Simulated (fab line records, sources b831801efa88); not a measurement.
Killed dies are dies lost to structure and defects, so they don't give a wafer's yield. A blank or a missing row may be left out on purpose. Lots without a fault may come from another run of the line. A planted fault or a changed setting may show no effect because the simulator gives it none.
Which tool did it? | flow sfq_line | 14 lots, 42 wafers sampled, at 2 steps of a route of 325

WHAT THE GAUGES READ, wafer by wafer
SFQ_M6_RS_MEAS_938: measures by four-point-probe.
lot  | measured     | on            | M6_NB_RS (ohm/sq)
L531 | day 72 13:23 | film_metro-01 | 0.907 0.894 0.896
L532 | day 72 14:38 | film_metro-01 | 0.890 0.873 0.890
L533 | day 73 03:56 | film_metro-02 | 0.919 0.891 0.895
L537 | day 73 19:25 | film_metro-02 | 0.894 0.865 0.873
L538 | day 74 04:59 | film_metro-01 | 0.908 0.902 0.901
L544 | day 77 10:07 | film_metro-02 | 0.567 0.562 0.900
L545 | day 77 14:18 | film_metro-02 | 0.895 0.565 0.564
L546 | day 78 15:04 | film_metro-02 | 0.876 0.886 0.873
L547 | day 79 00:40 | film_metro-04 | 0.866 0.889 0.884
L548 | day 79 01:52 | film_metro-04 | 0.908 0.894 0.892
L550 | day 79 04:16 | film_metro-02 | 0.896 0.869 0.874
L551 | day 79 07:54 | film_metro-01 | 0.879 0.881 0.896
L552 | day 79 23:18 | film_metro-04 | 0.884 0.907 0.886
L554 | day 80 04:04 | film_metro-04 | 0.898 0.874 0.885

WHICH TOOL RAN EACH LOT (tool, then ch and the chambers of the sampled wafers, then the start)
lot  | SFQ_TRILAYER_M6_DEP_SPUTTER_157
L531 | pvd_sputter-06, day 72 13:16
L532 | pvd_sputter-05, day 72 14:33
L533 | pvd_sputter-04, day 73 03:50
L537 | pvd_sputter-05, day 73 19:19
L538 | pvd_sputter-06, day 74 04:54
L544 | pvd_sputter-06, day 77 09:59
L545 | pvd_sputter-06, day 77 14:11
L546 | pvd_sputter-04, day 78 14:58
L547 | pvd_sputter-05, day 79 00:34
L548 | pvd_sputter-04, day 79 01:46
L550 | pvd_sputter-05, day 79 04:10
L551 | pvd_sputter-04, day 79 07:46
L552 | pvd_sputter-04, day 79 23:10
L554 | pvd_sputter-04, day 80 03:58
- SFQ_TRILAYER_M6_DEP_SPUTTER_157: material Nb, target thk 200 nm, time 133.3 s.

WHAT THE TOOLS THEMSELVES READ (means of the sampled wafers that have a number; where no wafer has one, the mark that the record gives instead)
SFQ_TRILAYER_M6_DEP_SPUTTER_157.
lot  | tool           | substrate_temp_c (C) | throttle_valve_pct (%)
L531 | pvd_sputter-06 | 19.91                | 30.3
L532 | pvd_sputter-05 | 19.95                | 31.2
L533 | pvd_sputter-04 | 20.05                | 30.0
L537 | pvd_sputter-05 | 19.95                | 31.1
L538 | pvd_sputter-06 | 20.00                | 30.1
L544 | pvd_sputter-06 | 20.01                | 29.9
L545 | pvd_sputter-06 | 20.14                | 29.9
L546 | pvd_sputter-04 | 20.00                | 29.2
L547 | pvd_sputter-05 | 19.90                | 30.4
L548 | pvd_sputter-04 | 20.04                | 30.3
L550 | pvd_sputter-05 | 19.98                | 30.0
L551 | pvd_sputter-04 | 20.14                | 30.0
L552 | pvd_sputter-04 | 20.08                | 30.1
L554 | pvd_sputter-04 | 19.98                | 30.1

THE ANSWER, worked out from the rows above alone
Rule: what is usual is taken from the lots themselves. Put in order of their means at a reading, lots are off if they are a third of the lots or fewer, leave a main group of 4 or more, and stand apart from it by a gap of 3 or more times the standard deviation of the main group's means; of several such gaps the widest counts. A main group whose means are all the same, to the digits that the tables above print for the reading, isn't used. A lot without any number at a reading at which 4 lots or more have one is off too. The other lots that the step has rows for count as sound. The gauges are gone through in route order, then the tools' own readings, and for those a lot's mean is taken as printed above. The first step at which some lot is off is used, and at that step the reading that is off furthest; a lot without a number counts as furthest.
Off: L544, L545, at SFQ_M6_RS_MEAS_938 (M6_NB_RS). The main group: mean 0.889 ohm/sq, standard deviation 0.0093.
A tool fits if, at a process step before that reading, it ran every lot that is off, and no sound lot after the first of them. The gauges at SFQ_M6_RS_MEAS_938 are tried like those tools. One fits: pvd_sputter-06 at SFQ_TRILAYER_M6_DEP_SPUTTER_157. Its last sound lot is L538 (day 74 04:54), its first lot that is off L544 (day 77 09:59): a fault that began between those two fits.

WHAT THE SIMULATOR HAD PUT IN
Process parameter drift: pvd_sputter-06, from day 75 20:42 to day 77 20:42, at SFQ_TRILAYER_M6_DEP_SPUTTER_157. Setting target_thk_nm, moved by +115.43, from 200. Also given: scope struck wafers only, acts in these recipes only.
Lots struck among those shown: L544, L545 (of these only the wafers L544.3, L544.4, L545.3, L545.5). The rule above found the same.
